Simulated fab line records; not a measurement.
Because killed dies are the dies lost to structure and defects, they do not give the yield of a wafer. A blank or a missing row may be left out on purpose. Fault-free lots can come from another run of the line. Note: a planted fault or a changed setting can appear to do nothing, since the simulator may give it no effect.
One fault seen from 2 desks	flow sky130	only its own numbers are on each desk; what lay behind them is given at the end

METROLOGY DESK
What the gauges read, lot by lot, whatever tool the lot ran on: means of the sampled wafers that have a number. If a lot's mean is further than 4 standard deviations from the usual mean, the lot is out of limits and carries the mark OUT (the distance appears in the brackets).
Columns: A = CAP2M_CVD_00_THK at SKY_CAP2M_THK_MEAS_01, usual 15.53 nm; B = VIA4_HDPCVD_THK at SKY_VIA4_THK_MEAS_01, usual 1753 nm
lot	first seen here	A	B
L862	day 39 10:05	15.33	1771
L864	day 40 00:30	15.80	1749
L865	day 40 07:13	15.83	1751
L866	day 40 15:20	15.69	1779
L868	day 42 07:40	15.65	1768
L871	day 42 12:37	15.41	1747
L873	day 43 02:31	15.39	1771
L874	day 43 11:05	15.40	1768
L875	day 43 11:41	15.71	1763
L879	day 44 15:32	15.68	1856 (+6.8) OUT
L883	day 45 19:07	15.62	1788
L885	day 45 21:28	15.65	1725
Finding of this desk: L879 out of limits, first seen on L879 at day 46 10:43 (VIA4_HDPCVD_THK at SKY_VIA4_THK_MEAS_01). L862, L864, L865, L866, L868, L871, L873, L874, L875, L883, L885: within limits.

THE TOOL OWNER'S DESK: hdpcvd-01
The tool's own readings at SKY_VIA4_HDPCVD_00 (deposits SiO2, target thk 1750 nm, time 291.7 s): means of the sampled wafers that have a number, for each lot that ran on this tool. If a lot's mean is further than 4 standard deviations from the usual mean, the lot is out of limits and carries the mark OUT (the distance appears in the brackets).
Columns: A = pressure_mtorr at SKY_VIA4_HDPCVD_00, usual 6.000 mTorr; B = run_length_s at SKY_VIA4_HDPCVD_00, usual 319.6 s; C = susceptor_temp_C at SKY_VIA4_HDPCVD_00, usual 400.01 C
lot	first seen here	A	B	C
L862	day 41 12:28	5.998	319.9	399.99
L864	day 42 02:53	5.993	319.6	400.15
L866	day 42 16:47	5.995	319.6	400.09
L868	day 44 06:58	6.007	319.3	400.05
L873	day 45 01:37	6.002	319.4	399.91
L875	day 45 09:23	6.005	319.4	400.10
L879	day 46 10:35	6.012	338.0 (+27) OUT	399.74
L883	day 47 13:37	5.998	328.8 (+14) OUT	400.14
This desk's finding: out of limits on L879, L883; first on L879, day 46 10:35 (run_length_s at SKY_VIA4_HDPCVD_00). L862, L864, L866, L868, L873, L875: within limits.

ALL TOGETHER
At day 46 10:35, on L879, L883, the tool owner's desk was in a position to raise an alarm.
At day 46 10:43 the metrology desk could have sounded an alarm, on L879.
The metrology desk has L883 on record, within its limits.
Every lot named ran SKY_VIA4_HDPCVD_00 on hdpcvd-01.

WHAT HAD BEEN PUT IN BY THE SIMULATOR
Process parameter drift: hdpcvd-01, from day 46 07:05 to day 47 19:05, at SKY_VIA4_HDPCVD_00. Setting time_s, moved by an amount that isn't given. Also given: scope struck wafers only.
Struck lots among those shown: L879, L883.
Delay (hours) between the fault's onset and each desk's first out-of-limits reading: 4 at the tool owner's desk, 4 at the metrology desk.
